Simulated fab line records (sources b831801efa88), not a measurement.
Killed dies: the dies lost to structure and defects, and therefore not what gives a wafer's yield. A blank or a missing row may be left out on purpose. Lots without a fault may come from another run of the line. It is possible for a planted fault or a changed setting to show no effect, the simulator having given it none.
Problem report, 8D (eight disciplines) form, completed by code | flow gf180mcu | the parts of the form that need people (team, actions taken, sign-off) are left out

1. WHAT IS WRONG
V1_CVD_02_THK at GF_V1_THK_MEAS_03 reads a mean of 426 nm on 4 wafers of 2 lots; wafers without a fault read 853 nm with a standard deviation of 12. That is -36 standard deviations from the usual mean.
Seen first at day 24 05:31 on filmMetro-02, wafer L228.3. The record has a number at this step for 36 wafers belonging to 12 lots. By rule, "out" or "out of limits" means more than 4 standard deviations away from the usual mean. The rest of the wafers with a number are treated as sound.

2. WHAT IT IS; WHAT IT IS NOT
question                    | is                             | is not
which readings at this step | V1_CVD_02_THK                  | -
which lots                  | L228, L230                     | L210, L211, L212, L213, L214, L215, L216, L218, L219, L221
which wafers of those lots  | L228.3, L230.1, L230.2, L230.3 | L228.4, L228.5
read on which gauges        | filmMetro-01, filmMetro-02     | filmMetro-03
when                        | from day 24 05:31              | up to then (32 sound wafers)

3. THE SUSPECTS, EACH WITH WHAT RULES IT OUT
Counting: if a tool at a process step up to the reading ran every lot that is out, it stays a suspect. Sound lots after the first of them don't rule it out here, since some wafers of a struck lot are sound.
- the gauge at GF_V1_THK_MEAS_03: ruled out. 2 gauges (filmMetro-01, filmMetro-02) read the wafers that are out.
- pecvd-03 at GF_V1_CVD_02 (deposits SiO2 from TEOS, target thk 850 nm, time 94.851 s): kept. It processed each lot that is out (first: L228, day 24 05:26); up to then, its last sound lot is L221 (day 21 17:17).
Left after counting: pecvd-03 at GF_V1_CVD_02.

4. THE CAUSE (what the simulator had put in)
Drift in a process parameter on pecvd-03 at GF_V1_CVD_02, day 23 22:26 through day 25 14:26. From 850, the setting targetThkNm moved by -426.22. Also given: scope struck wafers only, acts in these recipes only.
The count eliminated every tool but this one.

5. THE CHAIN OF EFFECTS, in route order
One row per reading whose mean, taken over the struck wafers that have a number, lies over 3 standard deviations from the usual. Only readings for which the record gives a usual standard deviation are gone through. hours: the time from each lot's start at the first step in this table that gives one to its start at this step, as a median over the lots. sigmas: the change in usual standard deviations.
hours | step              | reading       | usual      | on struck wafers | change | sigmas
0     | GF_V1_THK_MEAS_03 | V1_CVD_02_THK | 853 nm     | 426              | -428   | -36
-     | GF_V1_ETCH_17     | oesProductAu  | 0.856 a.u. | 0.699            | -0.157 | -33
Process steps it contains:
- GF_V1_ETCH_17: etches SiO2 in C4F8/O2/Ar, stops on TiN, target depth 630 nm.

6. WHAT WOULD HAVE CAUGHT IT SOONER
In this record the first reading out of limits at a measuring or inspecting step was taken at day 24 05:31, 7 hours after the fault began at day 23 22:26.
No tool reading at GF_V1_CVD_02 that has a usual standard deviation in the record was out on any struck wafer, so an alarm limit of 4 standard deviations on those readings would not have fired.
L230, from the lots that are out (2), started GF_V1_CVD_02 on pecvd-03 later than day 24 05:31. It would have been spared by a hold on the tool at that moment.
